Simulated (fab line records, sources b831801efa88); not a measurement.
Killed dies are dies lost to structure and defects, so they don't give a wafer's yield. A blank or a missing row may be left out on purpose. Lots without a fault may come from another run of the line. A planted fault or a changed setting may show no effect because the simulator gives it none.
A struck lot beside a sound one | flow gf180mcu | 22 steps out of a route of 602
Sound: wafers L937.1, L937.2, L937.5. Struck: wafers L950.2, L950.3, L950.5. The cause comes at the end.
At each step with rows: each side's tool, then ch and its chambers, then its first start. Under that, the readings that differ: sound wafers | struck wafers | difference of the means | sigmas: that difference in standard deviations of wafers without a fault.
alike: readings whose means differ by less than 2 such deviations, and words and numbers that are the same on both sides. not compared: withheld readings, readings that some wafer has no value for, bounds like >300 that may hide the same value, and numbers for which the record gives no deviation and whose values overlap.
The two part at a step that has a row with sigmas, a row that says differs or no value, or rows on one side only. Numbers that don't overlap but have no deviation are shown without sigmas and don't part them. A reading that every wafer of one side lacks parts them only if that side has two wafers or more.

first, 3 steps without rows for these wafers: GF_M1_STRIP_18 (strips in post etch residue remover, time 1200 s); GF_M1_CLEAN_19 (cleans in DIW); GF_V1_CVD_00 (deposits SiO2, target thk 600 nm, time 100 s).
GF_V1_THK_MEAS_01:
  sound on film_metro-02, day 18 00:49; struck on film_metro-02, day 23 04:28
  reading            | sound       | struck      | difference | sigmas
  V1_CVD_00_THK (nm) | 612 606 606 | 601 593 589 | -14        | -2
GF_V1_CVD_02: deposits SiO2 from TEOS, target thk 850 nm, time 94.851 s.
  sound on pecvd-01 ch 0,1,2, day 18 00:52; struck on pecvd-04 ch 0,1,2, day 23 04:31
  alike: heater_power_w
GF_V1_THK_MEAS_03:
  sound on film_metro-03, day 18 00:56; struck on film_metro-04, day 23 04:36
  alike: V1_CVD_02_THK
GF_V1_CMP_04: polishes SiO2.
  sound on cmp-01 ch 1,2,3, day 18 01:00; struck on cmp-01 ch 0,2, day 23 04:39
  alike: motor_current_A, time_to_endpoint_s
GF_V1_BOW_MEAS_05:
  sound on film_metro-02, day 18 01:18; struck on film_metro-02, day 23 04:58
  alike: V1_BOW
then, 4 steps without rows for these wafers: GF_V1_DEHYDRATE_06 (time 60 s); GF_V1_HMDS_07 (prime time 60 s); GF_V1_COAT_08; GF_V1_COAT_09 (resist thk 1000 nm).
GF_V1_SOFTBAKE_10: time 60 s.
  sound on litho_track-04 ch 0, day 18 13:00; struck on litho_track-04 ch 0, day 23 16:00
  reading                  | sound                | struck               | difference | sigmas
  heater_power_total_W (W) | 93.09 93.09 93.12    | 75.91 75.99 76.10    | -17.10     | -99 or more
  plate_temp_C (C)         | 129.96 130.03 130.03 | 111.75 111.53 111.74 | -18.33     | -99 or more
then, 2 steps without rows for these wafers: GF_V1_EXPOSE_11 (exposes mask Via1, target cd 260 nm); GF_V1_PEB_12 (peb time 90 s).
GF_V1_DEVELOP_13: develop time 60 s.
  sound on litho_track-01 ch 0, day 19 00:36; struck on litho_track-04 ch 0, day 24 03:35
  reading                             | sound             | struck         | difference | sigmas
  model.KrF_of_V1_COAT_09.thk_nm (nm) | 983.8 982.9 983.3 | 1006 1006 1007 | +23        |
GF_V1_CD_MEAS_14: target cd 260 nm.
  sound on cd_sem-02, day 19 00:45; struck on cd_sem-01, day 24 03:43
  reading    | sound             | struck            | difference | sigmas
  cd_nm (nm) | 261.7 260.4 259.2 | 234.4 233.2 232.1 | -27.2      | -27
GF_V1_OVL_MEAS_15:
  sound on overlay-02, day 19 00:52; struck on overlay-01, day 24 03:50
  alike: V1_OVL
GF_V1_ETCH_16: etches BARC in N2/H2.
  sound on rie_diel-01 ch 0,1,3, day 19 00:55; struck on rie_diel-03 ch 1,2,3, day 24 03:52
  reading             | sound             | struck            | difference | sigmas
  model.V1.cd_nm (nm) | 261.5 259.9 258.5 | 233.8 233.7 232.5 | -26.6      |
  alike: drypump_motor_current_A, oes_product_au, throttle_valve_pct
GF_V1_ETCH_17: etches SiO2 in C4F8/O2/Ar, stops on TiN, target depth 630 nm.
  sound on rie_diel-01 ch 0,1,3; struck on rie_diel-03 ch 1,2,3
  reading             | sound             | struck            | difference | sigmas
  model.V1.cd_nm (nm) | 261.6 260.6 257.8 | 233.6 232.8 232.3 | -27.1      |
  alike: oes_product_au
GF_V1_STRIP_18: strips in O2/N2.
  sound on plasma_asher-04 ch 0,1, day 19 01:02; struck on plasma_asher-01 ch 0,1, day 24 03:59
  reading               | sound             | struck            | difference | sigmas
  oes_product_au (a.u.) | 0.591 0.580 0.588 | 0.600 0.594 0.600 | +0.012     | +2
  alike: drypump_motor_current_A, heater_power_w
  not compared: rf_hours_counter_h
-- the record jumps here: 9 days lie between the struck wafers' starts before and after (it left off in module V1 and takes up again in module PASSIVATION, whose first step shown is number 602 of the route) --
GF_PASSIVATION_PROBE_99:
  sound on prober-01, day 29 17:49; struck on prober-02, day 33 13:46
  reading                                 | sound                         | struck                        | difference | sigmas
  model.etest.ldpmos_10p0.r_on_ohm_um     | 1.106e+04 1.103e+04 1.114e+04 | 1.089e+04 1.088e+04 1.086e+04 | -2.000e+02 |
  model.etest.pmos_6p0.r_on_ohm_um        | 6360 6279 6364                | 6230 6191 6230                | -117       |
  model.etest.nmos_6p0.r_on_ohm_um        | 2132 2138 2160                | 2115 2114 2122                | -26        |
  model.etest.nmos_6p0.drive_ua_um        | 577.3 575.4 581.2             | 599.5 600 584.3               | +16.6      |
  model.etest.nmos_6p0_turned.drive_ua_um | 576.3 577.3 581.7             | 594.5 596 588.9               | +14.7      |
  model.etest.ldnmos_10p0.drive_ua_um     | 539.2 541.6 539.2             | 552.6 561.8 546.4             | +13.6      |
  not compared: model.etest.nmos_6p0_nat.r_on_ohm_um, model.etest.ldnmos_10p0.r_on_ohm_um

WHERE THEY PART
First at GF_V1_THK_MEAS_01; last, within this record, at GF_V1_STRIP_18.

WHY: what the simulator had put in
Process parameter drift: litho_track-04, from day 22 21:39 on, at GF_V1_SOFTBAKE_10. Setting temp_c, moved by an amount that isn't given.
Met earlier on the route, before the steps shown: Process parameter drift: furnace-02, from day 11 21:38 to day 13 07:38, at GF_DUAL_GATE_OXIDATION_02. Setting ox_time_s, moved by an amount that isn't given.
